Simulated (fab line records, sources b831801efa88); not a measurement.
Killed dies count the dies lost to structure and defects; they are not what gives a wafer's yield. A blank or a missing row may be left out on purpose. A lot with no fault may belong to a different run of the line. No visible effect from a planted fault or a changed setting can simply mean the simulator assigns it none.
fab line records    flow sky130
[record] lots = 7  wafers = 21  last-day = 50
route steps=708 shown VIA1@470 METAL2@483 PAD_OPEN@708
lots that met no fault: from a run of the same line without faults
start-h: hours from the record's opening day to when the first of the lot's shown wafers began    wait-h: how many hours have passed since the lot's step before this one    " the same as in the row above    L1.1+2: a row that stands for several wafers    - no value, or no start given    * or withheld: withheld    < > ~ a bound
route shown NAME@n: NAME is a module with steps in the file, n the number in the route of the first one    usual: the fault-free wafers' mean and standard deviation    same: alike in all rows    chamber/n: place in a boat    sites: readings site by site    _std_site: standard deviation across them    _edge_site: mean of outer sites minus mean of inner sites    radius-mm: how far each site lies from the wafer's centre    mask NAME#n: copy n    behind: the last tool/chamber to shape the wafer    hold: cause of the lot's hold/its duration in hours/its outcome    device: the transistor (n, p or np) that didn't switch    end of line: tests run on the same wafers once the route is complete    a step given without rows: its recipe and nothing more    killed: count of dies lost to structure and defects at first sort (not the wafer's yield)    map: a wafer's dies, marking killed ones x, the rest . and places with no die _
set.NAME: the setting the step ran with; set.NAME@STEP: the setting that earlier step ran with    model.NAME: the simulator's own value behind a step, which no gauge read
lots at selected steps of the route; one table per step, one row per wafer
services: from which hour (start-h, from the record's first day; less than 0 if before it) a tool's chamber was out of use, for how many hours, and why
[[steps]]
[step SKY_VIA1_CD_MEAS_12]
[recipe] target-cd-nm = 150
[usual] cd-nm = 149.9/1.6
lot.wafer  tool       chamber  start-h  wait-h  cd-nm
L258.4     cd-sem-01  -        847.27   -       148.8
L258.5     "          -        "        "       146.9
L258.6     "          -        "        "       147.4
L260.3     cd-sem-02  -        867.68   -       147.9
L260.5     "          -        "        "       146.5
L260.6     "          -        "        "       147.8
L263.1     cd-sem-01  -        888.16   -       150.9
L263.3     "          -        "        "       150.4
L263.4     "          -        "        "       150.7
L264.1     cd-sem-02  -        895.59   -       148.7
L264.2     "          -        "        "       148.1
L264.6     "          -        "        "       148.5
L265.3     cd-sem-01  -        901.75   -       148.7
L265.5     "          -        "        "       148.8
L265.6     "          -        "        "       148.6
L267.1     cd-sem-02  -        918.49   -       151.2
L267.4     "          -        "        "       152.4
L267.6     "          -        "        "       151.3
L273.1     cd-sem-02  -        958.44   -       150.7
L273.3     "          -        "        "       150.1
L273.5     "          -        "        "       150.1
[step SKY_VIA1_OVL_MEAS_13]
[usual] VIA1_OVL = 2/6
lot.wafer  tool        chamber  start-h  wait-h  VIA1_OVL[nm]
L258.4     overlay-01  -        847.35   0.1     6
L258.5     "           -        "        "       10
L258.6     "           -        "        "       8
L260.3     overlay-02  -        867.78   0.1     5
L260.5     "           -        "        "       8
L260.6     "           -        "        "       3
L263.1     overlay-02  -        888.28   0.1     -2
L263.3     "           -        "        "       3
L263.4     "           -        "        "       0
L264.1     overlay-01  -        895.71   0.1     4
L264.2     "           -        "        "       -1
L264.6     "           -        "        "       10
L265.3     overlay-01  -        901.84   0.1     2
L265.5     "           -        "        "       3
L265.6     "           -        "        "       0
L267.1     overlay-01  -        918.61   0.1     2
L267.4     "           -        "        "       5
L267.6     "           -        "        "       6
L273.1     overlay-02  -        958.56   0.1     7
L273.3     "           -        "        "       2
L273.5     "           -        "        "       5
[step SKY_VIA1_ETCH_14]
[recipe] chemistry = N2/H2  target = BARC  ion-energy-ev = 200  source-w = 500  bias-w = 100  pressure-mtorr = 30  n2-flow-sccm = 100  h2-flow-sccm = 200  stop-on = SiO2  time-s = 45.9  target-depth-a = 600
[usual] drypump-motor-current-A = 5.7/0.35  oes-product-au = 0.856/0.0046  throttle-valve-pct = 13.226/0.0092
lot.wafer  tool         chamber  start-h  wait-h  drypump-motor-current-A  oes-product-au  rf-hours-counter-h  throttle-valve-pct
L258.4     rie-diel-02  2        847.39   0.0     5.6                      0.850           -                   13.216
L258.5     "            1        "        "       5.7                      0.862           -                   13.217
L258.6     "            3        "        "       5.8                      0.854           -                   13.222
L260.3     rie-diel-02  0        867.80   0.0     5.1                      0.860           16                  13.231
L260.5     "            2        "        "       5.6                      0.847           -                   13.253
L260.6     "            3        "        "       5.8                      0.858           -                   13.246
L263.1     rie-diel-04  0        888.32   0.0     5.8                      0.850           14                  13.214
L263.3     "            3        "        "       6.0                      0.862           7                   13.217
L263.4     "            1        "        "       5.2                      0.855           10                  13.234
L264.1     rie-diel-04  0        895.75   0.0     5.8                      0.856           15                  13.227
L264.2     "            1        "        "       5.2                      0.849           11                  13.217
L264.6     "            0        "        "       5.8                      0.855           -                   13.220
L265.3     rie-diel-04  0        901.87   0.0     5.8                      0.857           15                  13.236
L265.5     "            0        "        "       5.8                      0.857           -                   13.212
L265.6     "            3        "        "       6.0                      0.859           -                   13.223
L267.1     rie-diel-04  0        918.65   0.0     5.8                      0.859           15                  13.223
L267.4     "            1        "        "       5.2                      0.853           11                  13.239
L267.6     "            1        "        "       5.2                      0.855           -                   13.225
L273.1     rie-diel-02  1        958.60   0.0     5.7                      0.857           14                  13.211
L273.3     "            0        "        "       5.1                      0.852           19                  13.227
L273.5     "            1        "        "       5.7                      0.855           -                   13.226
[step SKY_VIA1_ETCH_15]
[recipe] target = SiO2  chemistry = C4F8/O2/Ar  target-depth-nm = 351  stop-on = TiN  mask-material = KrF-thick  source-w = 1500  bias-w = 1200  pressure-mtorr = 40  c4f8-flow-sccm = withheld  O2_flow_sccm = 6  Ar_flow_sccm = 300  time-s = 54
[usual] oes-product-au = 0.979/0.0061
lot.wafer  tool         chamber  start-h  wait-h  oes-product-au  rf-hours-counter-h
L258.4     rie-diel-02  2        847.43   0.0     0.987           -
L258.5     "            1        "        "       0.972           -
L258.6     "            3        "        "       0.975           -
L260.3     rie-diel-02  0        867.84   0.0     0.976           16
L260.5     "            2        "        "       0.987           -
L260.6     "            3        "        "       0.977           -
L263.1     rie-diel-04  0        888.36   0.0     0.983           14
L263.3     "            3        "        "       0.977           7
L263.4     "            1        "        "       0.980           10
L264.1     rie-diel-04  0        895.79   0.0     0.977           15
L264.2     "            1        "        "       0.983           11
L264.6     "            0        "        "       0.976           -
L265.3     rie-diel-04  0        901.91   0.0     0.986           15
L265.5     "            0        "        "       0.981           -
L265.6     "            3        "        "       0.985           -
L267.1     rie-diel-04  0        918.69   0.0     0.973           15
L267.4     "            1        "        "       0.973           11
L267.6     "            1        "        "       0.980           -
L273.1     rie-diel-02  1        958.64   0.0     0.969           14
L273.3     "            0        "        "       0.983           19
L273.5     "            1        "        "       0.982           -
[step SKY_VIA1_STRIP_16]
[recipe] chemistry = O2/N2  power-w = 1400  pressure-mtorr = 1500  platen-temp-c = withheld  o2-flow-sccm = 3000  n2-flow-sccm = 300  overash-fraction = 0.5
[usual] drypump-motor-current-A = 5.42/0.25  oes-product-au = 0.416/0.0047  strip-time-to-endpoint-s = 4.460/0.025
lot.wafer  tool             chamber  start-h  wait-h  drypump-motor-current-A  oes-product-au  rf-hours-counter-h  strip-time-to-endpoint-s
L258.4     plasma-asher-02  0        847.49   0.0     5.21                     0.410           -                   4.461
L258.5     "                1        "        "       5.87                     0.414           -                   4.500
L258.6     "                0        "        "       5.21                     0.411           -                   4.506
L260.3     plasma-asher-01  0        867.92   0.1     5.40                     0.417           -                   4.459
L260.5     "                1        "        "       5.33                     0.410           -                   4.441
L260.6     "                0        "        "       5.43                     0.417           -                   4.472
L263.1     plasma-asher-04  0        888.41   0.0     5.48                     0.419           79                  4.476
L263.3     "                1        "        "       4.89                     0.411           -                   4.454
L263.4     "                0        "        "       5.52                     0.416           -                   4.486
L264.1     plasma-asher-01  1        895.84   0.0     5.32                     0.408           13                  4.466
L264.2     "                0        "        "       5.41                     0.415           13                  4.447
L264.6     "                1        "        "       5.31                     0.416           -                   4.481
L265.3     plasma-asher-02  0        901.99   0.1     5.21                     0.412           -                   4.446
L265.5     "                1        "        "       5.89                     0.411           -                   4.472
L265.6     "                0        "        "       5.19                     0.417           -                   4.427
L267.1     plasma-asher-02  0        918.74   0.0     5.21                     0.417           50                  4.463
L267.4     "                0        "        "       5.21                     0.412           -                   4.443
L267.6     "                1        "        "       5.92                     0.414           -                   4.436
L273.1     plasma-asher-01  1        958.69   0.0     5.31                     0.423           19                  4.484
L273.3     "                0        "        "       5.44                     0.424           -                   4.473
L273.5     "                1        "        "       5.30                     0.414           -                   4.455
[step SKY_VIA1_STRIP_17]
[recipe] chemistry = post-etch-residue-remover  time-s = 1200  temp-c = 72.5
[step SKY_VIA1_CLEAN_18]
[recipe] chemistry = IPA  time-s = 180  temp-c = 25
[step SKY_VIA1_CLEAN_19]
[recipe] chemistry = O3/DIW  dry = n2-spin
[step SKY_VIA1_SPUTTER_20]
[recipe] material = TiN  target-thk-nm = 20  chamber-pressure-pa = 5  power-w = 4000  time-s = 80
[usual] throttle-valve-pct = 30.2/1.2
lot.wafer  tool            chamber  start-h  wait-h  throttle-valve-pct
L258.4     pvd-sputter-04  -        848.26   0.0     30.9
L258.5     "               -        "        "       30.0
L258.6     "               -        "        "       33.1
L260.3     pvd-sputter-04  -        868.48   0.0     30.2
L260.5     "               -        "        "       30.1
L260.6     "               -        "        "       31.0
L263.1     pvd-sputter-01  -        889.03   0.0     29.8
L263.3     "               -        "        "       30.6
L263.4     "               -        "        "       28.5
L264.1     pvd-sputter-04  -        896.44   0.0     33.0
L264.2     "               -        "        "       31.0
L264.6     "               -        "        "       30.0
L265.3     pvd-sputter-01  -        902.58   0.0     29.1
L265.5     "               -        "        "       28.6
L265.6     "               -        "        "       29.0
L267.1     pvd-sputter-04  -        919.33   0.0     30.1
L267.4     "               -        "        "       31.1
L267.6     "               -        "        "       29.8
L273.1     pvd-sputter-01  -        959.31   0.0     30.7
L273.3     "               -        "        "       28.8
L273.5     "               -        "        "       28.6
[step SKY_VIA1_CVD_21]
[recipe] material = W  target-thk-nm = 270  time-s = 80.902  temp-c = 400  pressure-torr = 40
[usual] heater-power-w = 791/91
lot.wafer  tool      chamber  start-h  wait-h  heater-power-w
L258.4     cvd-w-01  1        848.35   0.1     744
L258.5     "         1        "        "       736
L258.6     "         0        "        "       719
L260.3     cvd-w-02  0        868.58   0.1     883
L260.5     "         0        "        "       885
L260.6     "         1        "        "       905
L263.1     cvd-w-01  0        889.09   0.0     728
L263.3     "         1        "        "       748
L263.4     "         0        "        "       713
L264.1     cvd-w-02  0        896.50   0.0     876
L264.2     "         1        "        "       927
L264.6     "         1        "        "       935
L265.3     cvd-w-01  0        902.68   0.1     724
L265.5     "         1        "        "       745
L265.6     "         0        "        "       707
L267.1     cvd-w-02  0        919.39   0.0     861
L267.4     "         1        "        "       954
L267.6     "         0        "        "       855
L273.1     cvd-w-01  0        959.37   0.0     680
L273.3     "         0        "        "       684
L273.5     "         0        "        "       667
[step SKY_VIA1_RS_MEAS_22]
[recipe] thk-meas-gauge = four-point-probe  reads = W_of_VIA1_CVD_21+TiN_of_VIA1_SPUTTER_20
[usual] VIA1_W_RS = 0.425/0.0043
lot.wafer  tool           chamber  start-h  wait-h  VIA1_W_RS[ohm/sq]
L258.4     film-metro-03  -        848.48   0.1     0.427
L258.5     "              -        "        "       0.427
L258.6     "              -        "        "       0.428
L260.3     film-metro-01  -        868.68   0.1     0.425
L260.5     "              -        "        "       0.430
L260.6     "              -        "        "       0.423
L263.1     film-metro-02  -        889.18   0.1     0.425
L263.3     "              -        "        "       0.424
L263.4     "              -        "        "       0.434
L264.1     film-metro-02  -        896.59   0.1     0.427
L264.2     "              -        "        "       0.421
L264.6     "              -        "        "       0.425
L265.3     film-metro-03  -        902.78   0.1     0.429
L265.5     "              -        "        "       0.421
L265.6     "              -        "        "       0.428
L267.1     film-metro-03  -        919.48   0.1     0.426
L267.4     "              -        "        "       0.420
L267.6     "              -        "        "       0.426
L273.1     film-metro-01  -        959.46   0.1     0.430
L273.3     "              -        "        "       0.424
L273.5     "              -        "        "       0.427
[step SKY_VIA1_THK_MEAS_23]
[recipe] thk-meas-gauge = xrf  reads = W_of_VIA1_CVD_21
[usual] VIA1_W_THK = 270/3.7
lot.wafer  tool           chamber  start-h  wait-h  VIA1_W_THK[nm]
L258.4     film-metro-03  -        848.57   0.1     271
L258.5     "              -        "        "       271
L258.6     "              -        "        "       270
L260.3     film-metro-01  -        868.78   0.1     271
L260.5     "              -        "        "       268
L260.6     "              -        "        "       272
L263.1     film-metro-02  -        889.30   0.1     267
L263.3     "              -        "        "       270
L263.4     "              -        "        "       261
L264.1     film-metro-02  -        896.71   0.1     268
L264.2     "              -        "        "       269
L264.6     "              -        "        "       266
L265.3     film-metro-03  -        902.88   0.1     269
L265.5     "              -        "        "       271
L265.6     "              -        "        "       267
L267.1     film-metro-03  -        919.60   0.1     270
L267.4     "              -        "        "       275
L267.6     "              -        "        "       269
L273.1     film-metro-01  -        959.58   0.1     269
L273.3     "              -        "        "       272
L273.5     "              -        "        "       269
[step SKY_VIA1_CMP_24]
[recipe] stop-on = SiO2  t-overpolish-s = 15  down-force-psi = 3.5  platen-rpm = 60  target-thk-nm = 0  pad-velocity-m-s = 0.94248
[usual] motor-current-A = 10.6/1.1  overpolish-run-s = 14.999/0.0083  time-to-endpoint-s = 63/3.5
lot.wafer  tool    chamber  start-h  wait-h  motor-current-A  overpolish-run-s  time-to-endpoint-s
L258.4     cmp-02  2        849.05   0.5     11.7             14.991            56
L258.6     "       0        "        "       9.3              14.992            61
L258.5     "       1        "        "       10.1             15.013            62
L260.3     cmp-01  1        868.87   0.1     11.7             15.002            63
L260.6     "       0        "        "       8.6              15.006            61
L260.5     "       1        "        "       11.1             15.005            62
L263.4     cmp-01  3        889.36   0.0     12.3             0.036             103
L263.1     "       0        "        "       9.1              0.044             104
L263.3     "       1        "        "       11.8             0.036             105
L264.2     cmp-01  2        896.82   0.1     11.5             0.037             105
L264.1     "       0        "        "       8.9              0.041             104
L264.6     "       1        "        "       12.1             0.034             105
L265.3     cmp-01  0        903.07   0.2     9.1              0.043             104
L265.5     "       1        "        "       11.3             0.037             105
L265.6     "       2        "        "       11.5             0.045             104
L267.1     cmp-02  0        919.71   0.1     9.6              15.002            62
L267.4     "       1        "        "       10.4             15.011            65
L267.6     "       3        "        "       10.0             14.986            64
L273.3     cmp-02  2        959.69   0.1     11.0             14.982            60
L273.1     "       0        "        "       9.3              14.998            59
L273.5     "       2        "        "       11.8             14.997            60
[step SKY_METAL2_SPUTTER_00]
[recipe] material = Ti  target-thk-nm = 15  power-w = 3000  time-s = 10  chamber-pressure-pa = 0.4
[step SKY_PAD_OPEN_PROBE_99]
[usual] killed_at_M0_to_M3 = 44/7.3  killed_at_M4_up = 3.4/1.8  killed-at-contacts = 24/5.8  killed-at-front-end = 15/4.9  killed-at-other = 0.4/0.63  killed-dies = 86/11  killed-on-rim = 17/3.8  killed-open = 47/8  killed-short = 39/6.5
[same] gross-dies = 492  killed-at-back-side = 0
lot.wafer  tool       chamber  start-h  wait-h  killed_at_M0_to_M3  killed_at_M4_up  killed-at-contacts  killed-at-front-end  killed-at-other  killed-dies  killed-on-rim  killed-open  killed-short
L258.4     prober-01  -        1119.08  0.2     38                  5                29                  17                   0                89           16             54           34
L258.5     prober-01  -        1119.13  0.2     36                  4                19                  16                   2                77           14             42           34
L258.6     prober-01  -        1119.18  0.2     35                  3                28                  19                   0                85           11             39           43
L260.3     prober-02  -        1135.46  0.2     40                  2                32                  17                   0                91           16             56           34
L260.5     prober-02  -        1135.56  0.2     54                  7                26                  10                   0                97           14             45           52
L260.6     prober-02  -        1135.61  0.2     31                  4                21                  15                   0                71           15             36           35
L263.1     prober-01  -        1150.45  0.1     33                  3                11                  445                  0                492          96             25           33
L263.3     prober-01  -        1150.55  0.2     35                  3                27                  427                  0                492          96             36           33
L263.4     prober-01  -        1150.60  0.2     35                  3                34                  420                  0                492          96             43           38
L264.1     prober-02  -        1154.67  0.1     42                  1                37                  412                  0                492          96             59           35
L264.2     prober-02  -        1154.72  0.1     45                  6                29                  411                  1                492          96             54           45
L264.6     prober-02  -        1154.92  0.2     40                  5                36                  411                  0                492          96             53           45
L265.3     prober-01  -        1157.60  0.2     47                  1                23                  421                  0                492          96             45           38
L265.5     prober-01  -        1157.70  0.2     49                  5                20                  418                  0                492          96             37           43
L265.6     prober-01  -        1157.75  0.2     43                  3                30                  416                  0                492          96             54           36
L267.1     prober-02  -        1172.98  0.1     53                  2                29                  22                   0                106          19             61           45
L267.4     prober-02  -        1173.13  0.2     48                  2                21                  19                   3                93           15             53           40
L267.6     prober-02  -        1173.23  0.2     47                  3                28                  22                   0                100          16             64           36
L273.1     prober-01  -        1197.44  0.1     51                  6                26                  12                   0                95           25             53           40
L273.3     prober-01  -        1197.54  0.2     46                  7                18                  11                   2                84           15             39           45
L273.5     prober-01  -        1197.64  0.2     34                  5                26                  7                    1                73           12             41           29
// killed by level:class
L258.4 CONTACT:geometric-particle:open=11 VIA1:geometric-particle:open=8 POLY_GATE:geometric-particle:open=8 LI_CONTACT:geometric-particle:open=8 VIA3:geometric-particle:open=7 VIA1:geometric-particle:short=6 LOCAL_INTERCONNECT:geometric-particle:short=4 LI_CONTACT:geometric-particle:short=4
L258.5 CONTACT:geometric-particle:open=8 METAL1:geometric-particle:short=6 VIA3:geometric-particle:open=6 CONTACT:geometric-particle:short=5 METAL2:geometric-particle:short=5 VIA2:geometric-particle:short=5 FIELD_ISO:geometric-particle:open=4 LI_CONTACT:geometric-particle:open=4
L258.6 CONTACT:geometric-particle:open=9 LOCAL_INTERCONNECT:geometric-particle:short=7 VIA2:geometric-particle:open=7 VIA1:geometric-particle:open=6 FIELD_ISO:geometric-particle:short=5 POLY_GATE:geometric-particle:short=4 LI_CONTACT:geometric-particle:open=4 LI_CONTACT:geometric-particle:short=4
L260.3 LI_CONTACT:geometric-particle:open=10 CONTACT:geometric-particle:open=9 METAL2:geometric-particle:short=8 VIA3:geometric-particle:open=8 FIELD_ISO:geometric-particle:short=5 FIELD_ISO:geometric-particle:open=5 VIA1:geometric-particle:short=5 VIA1:geometric-particle:open=5
L260.5 VIA1:geometric-particle:open=14 METAL1:geometric-particle:short=10 CONTACT:geometric-particle:open=8 CONTACT:geometric-particle:short=8 METAL4:geometric-particle:short=7 VIA1:geometric-particle:short=5 LI_CONTACT:geometric-particle:open=5 VIA2:geometric-particle:open=5
L260.6 VIA1:geometric-particle:open=8 CONTACT:geometric-particle:open=6 METAL2:geometric-particle:short=5 LI_CONTACT:geometric-particle:open=5 VIA3:geometric-particle:open=5 FIELD_ISO:geometric-particle:short=4 FIELD_ISO:geometric-particle:open=4 POLY_GATE:geometric-particle:short=4
L263.1 PWDE:area-expose=434 METAL1:geometric-particle:short=5 VIA2:geometric-particle:open=5 VIA3:geometric-particle:open=5 FIELD_ISO:geometric-particle:open=4 LOCAL_INTERCONNECT:geometric-particle:short=4 CONTACT:geometric-particle:open=4 METAL2:geometric-particle:short=4
L263.3 PWDE:area-expose=423 CONTACT:geometric-particle:open=11 VIA1:geometric-particle:open=6 LOCAL_INTERCONNECT:geometric-particle:short=5 VIA2:geometric-particle:open=5 LI_CONTACT:geometric-particle:open=4 CONTACT:geometric-particle:short=4 METAL1:geometric-particle:short=4
L263.4 PWDE:area-expose=411 CONTACT:geometric-particle:open=10 VIA1:geometric-particle:open=8 LI_CONTACT:geometric-particle:short=7 VIA1:geometric-particle:short=6 CONTACT:geometric-particle:short=6 METAL2:geometric-particle:short=6 LI_CONTACT:geometric-particle:open=5
L264.1 PWDE:area-expose=398 CONTACT:geometric-particle:open=15 METAL2:geometric-particle:short=9 LI_CONTACT:geometric-particle:open=8 VIA1:geometric-particle:open=8 VIA2:geometric-particle:open=8 CONTACT:geometric-particle:short=6 VIA2:geometric-particle:short=5
L264.2 PWDE:area-expose=390 VIA1:geometric-particle:open=11 CONTACT:geometric-particle:open=8 CONTACT:geometric-particle:short=8 LI_CONTACT:geometric-particle:open=7 METAL2:geometric-particle:short=6 VIA1:geometric-particle:short=6 VIA3:geometric-particle:open=6
L264.6 PWDE:area-expose=394 CONTACT:geometric-particle:open=12 VIA1:geometric-particle:open=12 LOCAL_INTERCONNECT:geometric-particle:short=9 VIA1:geometric-particle:short=9 VIA3:geometric-particle:open=7 LI_CONTACT:geometric-particle:open=7 FIELD_ISO:geometric-particle:open=4
L265.3 PWDE:area-expose=409 VIA1:geometric-particle:open=10 VIA3:geometric-particle:open=8 VIA1:geometric-particle:short=7 VIA2:geometric-particle:open=7 LI_CONTACT:geometric-particle:open=6 CONTACT:geometric-particle:short=6 CONTACT:geometric-particle:open=6
L265.5 PWDE:area-expose=412 METAL2:geometric-particle:short=9 VIA3:geometric-particle:open=9 LI_CONTACT:geometric-particle:open=8 VIA1:geometric-particle:open=7 VIA1:geometric-particle:short=6 VIA2:geometric-particle:open=6 CONTACT:geometric-particle:open=5
L265.6 PWDE:area-expose=402 VIA1:geometric-particle:open=13 CONTACT:geometric-particle:open=12 FIELD_ISO:geometric-particle:open=7 VIA3:geometric-particle:open=7 VIA2:geometric-particle:open=6 LI_CONTACT:geometric-particle:short=5 METAL1:geometric-particle:short=5
L267.1 CONTACT:geometric-particle:open=12 VIA3:geometric-particle:open=12 VIA1:geometric-particle:open=8 FIELD_ISO:geometric-particle:open=7 LI_CONTACT:geometric-particle:open=7 POLY_GATE:geometric-particle:short=6 CONTACT:geometric-particle:short=6 METAL2:geometric-particle:short=6
L267.4 VIA1:geometric-particle:open=11 VIA2:geometric-particle:open=10 CONTACT:geometric-particle:open=8 FIELD_ISO:geometric-particle:open=6 FIELD_ISO:geometric-particle:short=5 LI_CONTACT:geometric-particle:open=5 VIA2:geometric-particle:short=5 CONTACT:geometric-particle:short=5
L267.6 VIA1:geometric-particle:open=15 CONTACT:geometric-particle:open=11 LI_CONTACT:geometric-particle:open=11 VIA1:geometric-particle:short=8 POLY_GATE:geometric-particle:open=6 POLY_GATE:geometric-particle:short=6 VIA2:geometric-particle:open=6 VIA3:geometric-particle:open=6
L273.1 CONTACT:geometric-particle:open=13 VIA2:geometric-particle:open=10 METAL2:geometric-particle:short=8 VIA1:geometric-particle:open=7 VIA3:geometric-particle:open=7 METAL3:geometric-particle:short=6 LI_CONTACT:geometric-particle:open=4 LOCAL_INTERCONNECT:geometric-particle:short=4
L273.3 VIA1:geometric-particle:open=16 CONTACT:geometric-particle:open=7 METAL2:geometric-particle:short=7 METAL3:geometric-particle:short=6 VIA1:geometric-particle:short=6 METAL4:geometric-particle:short=6 LOCAL_INTERCONNECT:geometric-particle:short=4 VIA2:geometric-particle:open=4
L273.5 CONTACT:geometric-particle:open=10 LI_CONTACT:geometric-particle:open=9 METAL1:geometric-particle:short=6 VIA1:geometric-particle:short=6 VIA1:geometric-particle:open=6 VIA2:geometric-particle:open=5 LOCAL_INTERCONNECT:geometric-particle:short=4 VIA3:geometric-particle:open=4
// map L263.1 (x killed, . not)
__________xxxxxxxxxx_________
________xxxxxxxxxxxxxx_______
______xxxxxxxxxxxxxxxxxx_____
_____xxxxxxxxxxxxxxxxxxxx____
____xxxxxxxxxxxxxxxxxxxxxx___
___xxxxxxxxxxxxxxxxxxxxxxxx__
__xxxxxxxxxxxxxxxxxxxxxxxxxx_
_xxxxxxxxxxxxxxxxxxxxxxxxxxxx
_xxxxxxxxxxxxxxxxxxxxxxxxxxxx
_xxxxxxxxxxxxxxxxxxxxxxxxxxxx
_xxxxxxxxxxxxxxxxxxxxxxxxxxxx
_xxxxxxxxxxxxxxxxxxxxxxxxxxxx
_xxxxxxxxxxxxxxxxxxxxxxxxxxxx
_xxxxxxxxxxxxxxxxxxxxxxxxxxxx
_xxxxxxxxxxxxxxxxxxxxxxxxxxxx
__xxxxxxxxxxxxxxxxxxxxxxxxxx_
___xxxxxxxxxxxxxxxxxxxxxxxx__
____xxxxxxxxxxxxxxxxxxxxxx___
_____xxxxxxxxxxxxxxxxxxxx____
______xxxxxxxxxxxxxxxxxx_____
________xxxxxxxxxxxxxx_______
__________xxxxxxxxxx_________
// map L264.1 (x killed, . not)
__________xxxxxxxxxx_________
________xxxxxxxxxxxxxx_______
______xxxxxxxxxxxxxxxxxx_____
_____xxxxxxxxxxxxxxxxxxxx____
____xxxxxxxxxxxxxxxxxxxxxx___
___xxxxxxxxxxxxxxxxxxxxxxxx__
__xxxxxxxxxxxxxxxxxxxxxxxxxx_
_xxxxxxxxxxxxxxxxxxxxxxxxxxxx
_xxxxxxxxxxxxxxxxxxxxxxxxxxxx
_xxxxxxxxxxxxxxxxxxxxxxxxxxxx
_xxxxxxxxxxxxxxxxxxxxxxxxxxxx
_xxxxxxxxxxxxxxxxxxxxxxxxxxxx
_xxxxxxxxxxxxxxxxxxxxxxxxxxxx
_xxxxxxxxxxxxxxxxxxxxxxxxxxxx
_xxxxxxxxxxxxxxxxxxxxxxxxxxxx
__xxxxxxxxxxxxxxxxxxxxxxxxxx_
___xxxxxxxxxxxxxxxxxxxxxxxx__
____xxxxxxxxxxxxxxxxxxxxxx___
_____xxxxxxxxxxxxxxxxxxxx____
______xxxxxxxxxxxxxxxxxx_____
________xxxxxxxxxxxxxx_______
__________xxxxxxxxxx_________
[[services]]
tool             chamber  start-h  hours  kind
pvd-sputter-04   -        832.54   2.5    repair
rie-diel-02      0        838.16   15.1   repair
cvd-w-02         -        842.24   0.9    repair
cmp-02           -        846.09   0.5    repair
cmp-01           -        852.52   1.3    repair
cvd-w-01         0        860.37   10.2   repair
cmp-01           -        861.66   0.2    repair
cvd-w-01         1        865.92   8.0    repair
cvd-w-02         -        868.00   0.5    repair
cmp-02           -        871.81   4.7    pm
cmp-01           -        873.86   0.3    repair
cmp-02           -        880.40   4.4    repair
pvd-sputter-04   -        882.32   14.1   repair
plasma-asher-02  -        883.63   2.8    pm
plasma-asher-01  -        899.61   5.7    repair
cvd-w-01         -        904.00   14.0   pm
cvd-w-01         0        904.00   14.0   vent-cycle
cvd-w-01         1        904.62   3.2    repair
cmp-01           -        913.57   4.0    pm
cmp-02           -        923.44   11.8   repair
pvd-sputter-01   -        944.64   1.7    repair
plasma-asher-04  -        952.03   2.8    pm
cvd-w-01         -        952.27   2.3    repair
plasma-asher-04  -        957.08   2.3    repair
[[key]]
[first-sign] step = SKY_VIA1_CMP_24  reading = overpolish-run-s  direction = down  sigmas = 99+  usual = 14.999  struck = 0.039
[effect] step = SKY_VIA1_CMP_24  reading = time-to-endpoint-s  direction = up  sigmas = 12  usual = *  struck = *
met-at SKY_VIA1_CMP_24
struck-wafers L263.1,L263.3,L263.4,L264.1,L264.2,L264.6,L265.3,L265.5,L265.6
tester-left-out L263,L264,L265
onset-between 868.87 889.36
[earlier-fault] kind = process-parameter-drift  tool = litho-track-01  chamber = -  onset-h = 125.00  steps = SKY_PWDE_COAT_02  channel = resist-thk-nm  offset = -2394  shape = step  end-h = 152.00  acts-in = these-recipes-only  stated = 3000
[fault] kind = process-parameter-drift  tool = cmp-01  chamber = -  onset-h = 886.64  steps = SKY_VIA1_CMP_24  channel = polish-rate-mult  offset = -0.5  shape = step
// tester-left-out: of these lots the tester's yield and bins aren't shown, on N5 and GAA mostly nor the transistor test; their killed dies are dies lost to structure and defects alone, not to doping, threshold or leakage, so they don't give the yield
